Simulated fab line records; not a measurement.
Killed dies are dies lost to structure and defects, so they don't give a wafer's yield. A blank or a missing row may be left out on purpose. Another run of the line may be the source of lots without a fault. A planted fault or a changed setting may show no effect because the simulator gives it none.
What tool caused it? :: flow gf180mcu :: 13 lots, 39 wafers sampled, at 5 steps of a route of 602

== WHAT THE GAUGES READ, wafer by wafer ==
GF_VT_IMPLANT_TW_MEAS_10. Usual: VT_IMPLANT_TW typically reads 559, with standard deviation 9.1.
lot: L501
measured: day 5 17:55
on: film_metro-03
VT_IMPLANT_TW: 554 555 555
flag: 

lot: L502
measured: day 5 23:17
on: film_metro-01
VT_IMPLANT_TW: 558 554 555
flag: 

lot: L503
measured: day 6 03:23
on: film_metro-01
VT_IMPLANT_TW: 556 556 556
flag: 

lot: L504
measured: day 6 13:38
on: film_metro-03
VT_IMPLANT_TW: 557 559 556
flag: 

lot: L505
measured: day 6 18:44
on: film_metro-01
VT_IMPLANT_TW: 559 553 556
flag: 

lot: L511
measured: day 8 02:43
on: film_metro-03
VT_IMPLANT_TW: 553 550 550
flag: 

lot: L514
measured: day 8 21:11
on: film_metro-04
VT_IMPLANT_TW: 571 572 577
flag: 

lot: L516
measured: day 9 10:35
on: film_metro-04
VT_IMPLANT_TW: 574 574 574
flag: 

lot: L517
measured: day 9 17:47
on: film_metro-04
VT_IMPLANT_TW: 572 577 570
flag: 

lot: L518
measured: day 9 23:37
on: film_metro-01
VT_IMPLANT_TW: 558 556 556
flag: 

lot: L519
measured: day 10 04:54
on: film_metro-03
VT_IMPLANT_TW: 557 556 556
flag: 

lot: L523
measured: day 11 04:17
on: film_metro-03
VT_IMPLANT_TW: 548 552 551
flag: 

lot: L524
measured: day 11 14:24
on: film_metro-01
VT_IMPLANT_TW: 556 559 559
flag: 

GF_SALICIDE_THK_MEAS_05: measures by xrf. Usual: SALICIDE_TIN_THK typically reads 20.18 nm, with standard deviation 0.26.
lot: L501
measured: day 15 04:37
on: film_metro-03
SALICIDE_TIN_THK (nm): 20.22 20.17 20.04
flag: 

lot: L502
measured: day 15 13:21
on: film_metro-02
SALICIDE_TIN_THK (nm): 20.06 20.17 20.08
flag: 

lot: L503
measured: day 15 16:12
on: film_metro-01
SALICIDE_TIN_THK (nm): 19.76 20.04 20.23
flag: 

lot: L504
measured: day 16 11:35
on: film_metro-03
SALICIDE_TIN_THK (nm): 19.88 19.97 19.87
flag: 

lot: L505
measured: day 16 19:31
on: film_metro-01
SALICIDE_TIN_THK (nm): 20.30 20.12 20.42
flag: 

lot: L511
measured: day 18 20:32
on: film_metro-03
SALICIDE_TIN_THK (nm): 20.21 20.22 20.11
flag: 

lot: L514
measured: day 19 16:28
on: film_metro-01
SALICIDE_TIN_THK (nm): 20.60 15.99 20.17
flag: OFF

lot: L516
measured: day 20 14:43
on: film_metro-01
SALICIDE_TIN_THK (nm): 20.61 20.04 20.02
flag: 

lot: L517
measured: day 21 02:09
on: film_metro-01
SALICIDE_TIN_THK (nm): 20.35 20.51 20.51
flag: 

lot: L518
measured: day 21 04:52
on: film_metro-02
SALICIDE_TIN_THK (nm): 19.77 20.20 19.81
flag: 

lot: L519
measured: day 21 12:16
on: film_metro-01
SALICIDE_TIN_THK (nm): 20.30 20.59 20.28
flag: 

lot: L523
measured: day 22 17:36
on: film_metro-03
SALICIDE_TIN_THK (nm): 20.06 20.22 20.34
flag: 

lot: L524
measured: day 23 05:17
on: film_metro-03
SALICIDE_TIN_THK (nm): 20.30 20.34 20.38
flag: 

GF_M1_RS_MEAS_05: the measuring method here is four-point-probe. Usual: M1_ALCU_RS typically reads 0.0699 ohm/sq, with standard deviation 0.001.
lot: L501
measured: day 16 04:41
on: film_metro-04
M1_ALCU_RS (ohm/sq): 0.0688 0.0678 0.0677
flag: 

lot: L502
measured: day 16 13:54
on: film_metro-01
M1_ALCU_RS (ohm/sq): 0.0716 0.0710 0.0708
flag: 

lot: L503
measured: day 16 16:46
on: film_metro-03
M1_ALCU_RS (ohm/sq): 0.0685 0.0701 0.0686
flag: 

lot: L504
measured: day 17 13:10
on: film_metro-01
M1_ALCU_RS (ohm/sq): 0.0706 0.0700 0.0704
flag: 

lot: L505
measured: day 17 21:26
on: film_metro-04
M1_ALCU_RS (ohm/sq): 0.0703 0.0694 0.0705
flag: 

lot: L511
measured: day 19 23:53
on: film_metro-04
M1_ALCU_RS (ohm/sq): 0.0705 0.0709 0.0709
flag: 

lot: L514
measured: day 20 19:03
on: film_metro-01
M1_ALCU_RS (ohm/sq): 0.0711 0.0707 0.0709
flag: 

lot: L516
measured: day 21 16:55
on: film_metro-04
M1_ALCU_RS (ohm/sq): 0.0702 0.0697 0.0693
flag: 

lot: L517
measured: day 22 04:16
on: film_metro-03
M1_ALCU_RS (ohm/sq): 0.0704 0.0698 0.0696
flag: 

lot: L518
measured: day 22 06:35
on: film_metro-03
M1_ALCU_RS (ohm/sq): 0.0718 0.0716 0.0712
flag: 

lot: L519
measured: day 22 14:18
on: film_metro-03
M1_ALCU_RS (ohm/sq): 0.0690 0.0694 0.0695
flag: 

lot: L523
measured: day 23 18:19
on: film_metro-03
M1_ALCU_RS (ohm/sq): 0.0690 0.0679 0.0683
flag: 

lot: L524
measured: day 24 06:23
on: film_metro-03
M1_ALCU_RS (ohm/sq): 0.0702 0.0705 0.0710
flag: 

== WHICH TOOL RAN EACH LOT (tool, then ch and the chambers of the sampled wafers, then the start) ==
lot: L501
GF_SALICIDE_SPUTTER_03: pvd_sputter-04, day 15 04:28
GF_CONTACT_CVD_24: cvd_w-01 ch 0,1, day 16 03:53

lot: L502
GF_SALICIDE_SPUTTER_03: pvd_sputter-02, day 15 13:11
GF_CONTACT_CVD_24: cvd_w-01 ch 0,1, day 16 13:05

lot: L503
GF_SALICIDE_SPUTTER_03: pvd_sputter-01, day 15 16:03
GF_CONTACT_CVD_24: cvd_w-02 ch 1, day 16 15:57

lot: L504
GF_SALICIDE_SPUTTER_03: pvd_sputter-04, day 16 11:25
GF_CONTACT_CVD_24: cvd_w-02 ch 0,1, day 17 12:21

lot: L505
GF_SALICIDE_SPUTTER_03: pvd_sputter-01, day 16 19:22
GF_CONTACT_CVD_24: cvd_w-01 ch 0,1, day 17 20:34

lot: L511
GF_SALICIDE_SPUTTER_03: pvd_sputter-02, day 18 20:23
GF_CONTACT_CVD_24: cvd_w-01 ch 1, day 19 23:05

lot: L514
GF_SALICIDE_SPUTTER_03: pvd_sputter-01, day 19 16:19
GF_CONTACT_CVD_24: cvd_w-02 ch 0,1, day 20 18:15

lot: L516
GF_SALICIDE_SPUTTER_03: pvd_sputter-04, day 20 14:34
GF_CONTACT_CVD_24: cvd_w-01 ch 0,1, day 21 16:07

lot: L517
GF_SALICIDE_SPUTTER_03: pvd_sputter-04, day 21 01:59
GF_CONTACT_CVD_24: cvd_w-01 ch 0,1, day 22 03:27

lot: L518
GF_SALICIDE_SPUTTER_03: pvd_sputter-04, day 21 04:43
GF_CONTACT_CVD_24: cvd_w-01 ch 0,1, day 22 05:47

lot: L519
GF_SALICIDE_SPUTTER_03: pvd_sputter-04, day 21 12:07
GF_CONTACT_CVD_24: cvd_w-01 ch 0,1, day 22 13:29

lot: L523
GF_SALICIDE_SPUTTER_03: pvd_sputter-04, day 22 17:27
GF_CONTACT_CVD_24: cvd_w-01 ch 0, day 23 17:29

lot: L524
GF_SALICIDE_SPUTTER_03: pvd_sputter-02, day 23 05:08
GF_CONTACT_CVD_24: cvd_w-02 ch 0,1, day 24 05:34
- GF_SALICIDE_SPUTTER_03: material TiN, target thk 20 nm, time 16.7 s.
- GF_CONTACT_CVD_24: deposits W, target thk 300 nm, time 90.339 s.

== WHAT THE TOOLS THEMSELVES READ (means of the sampled wafers that have a number; where no wafer has one, the mark that the record gives instead) ==
GF_SALICIDE_SPUTTER_03. Usual: 29.7 % for throttle_valve_pct, sd 1.4.
lot: L501
tool: pvd_sputter-04
throttle_valve_pct (%): 30.1
flag: 

lot: L502
tool: pvd_sputter-02
throttle_valve_pct (%): 28.7
flag: 

lot: L503
tool: pvd_sputter-01
throttle_valve_pct (%): 28.8
flag: 

lot: L504
tool: pvd_sputter-04
throttle_valve_pct (%): 30.6
flag: 

lot: L505
tool: pvd_sputter-01
throttle_valve_pct (%): 31.0
flag: 

lot: L511
tool: pvd_sputter-02
throttle_valve_pct (%): 29.3
flag: 

lot: L514
tool: pvd_sputter-01
throttle_valve_pct (%): 30.0
flag: 

lot: L516
tool: pvd_sputter-04
throttle_valve_pct (%): 30.6
flag: 

lot: L517
tool: pvd_sputter-04
throttle_valve_pct (%): 29.6
flag: 

lot: L518
tool: pvd_sputter-04
throttle_valve_pct (%): 31.6
flag: 

lot: L519
tool: pvd_sputter-04
throttle_valve_pct (%): 29.0
flag: 

lot: L523
tool: pvd_sputter-04
throttle_valve_pct (%): 28.7
flag: 

lot: L524
tool: pvd_sputter-02
throttle_valve_pct (%): 28.8
flag: 

GF_CONTACT_CVD_24. Usual: 785 W for heater_power_w, sd 78.
lot: L501
tool: cvd_w-01
heater_power_w (W): 847
flag: 

lot: L502
tool: cvd_w-01
heater_power_w (W): 854
flag: 

lot: L503
tool: cvd_w-02
heater_power_w (W): 655
flag: 

lot: L504
tool: cvd_w-02
heater_power_w (W): 707
flag: 

lot: L505
tool: cvd_w-01
heater_power_w (W): 834
flag: 

lot: L511
tool: cvd_w-01
heater_power_w (W): 767
flag: 

lot: L514
tool: cvd_w-02
heater_power_w (W): 759
flag: 

lot: L516
tool: cvd_w-01
heater_power_w (W): 834
flag: 

lot: L517
tool: cvd_w-01
heater_power_w (W): 838
flag: 

lot: L518
tool: cvd_w-01
heater_power_w (W): 800
flag: 

lot: L519
tool: cvd_w-01
heater_power_w (W): 800
flag: 

lot: L523
tool: cvd_w-01
heater_power_w (W): 886
flag: 

lot: L524
tool: cvd_w-02
heater_power_w (W): 700
flag: 

== THE ANSWER, worked out from the rows above alone ==
Rule: lot off if the mean of its wafers having a number is beyond 3 standard deviations from the usual mean. Also off: a lot with no number at a reading for which 4 or more lots have one. All remaining lots with rows at the step are treated as sound. The gauges are gone through in route order, then the tools' own readings, and for those a lot's mean is taken as printed above. The first step at which some lot is off is used, and at that step the reading that is off furthest; a lot without a number counts as furthest.
Off: L514, seen at GF_SALICIDE_THK_MEAS_05 (SALICIDE_TIN_THK).
A tool fits if, at a process step before that reading, it ran every lot that is off, and no sound lot after the first of them. Those tools and the gauges at GF_SALICIDE_THK_MEAS_05 are tried in the same way. One fits: pvd_sputter-01 at GF_SALICIDE_SPUTTER_03. Its last sound lot is L505 (day 16 19:22), its first lot that is off L514 (day 19 16:19): a fault that began between those two fits.

== WHAT WAS PUT IN BY THE SIMULATOR ==
Site profile drift: pvd_sputter-01, from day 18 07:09 on, at GF_SALICIDE_SPUTTER_03. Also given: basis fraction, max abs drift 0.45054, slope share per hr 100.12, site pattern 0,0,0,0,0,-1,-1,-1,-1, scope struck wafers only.
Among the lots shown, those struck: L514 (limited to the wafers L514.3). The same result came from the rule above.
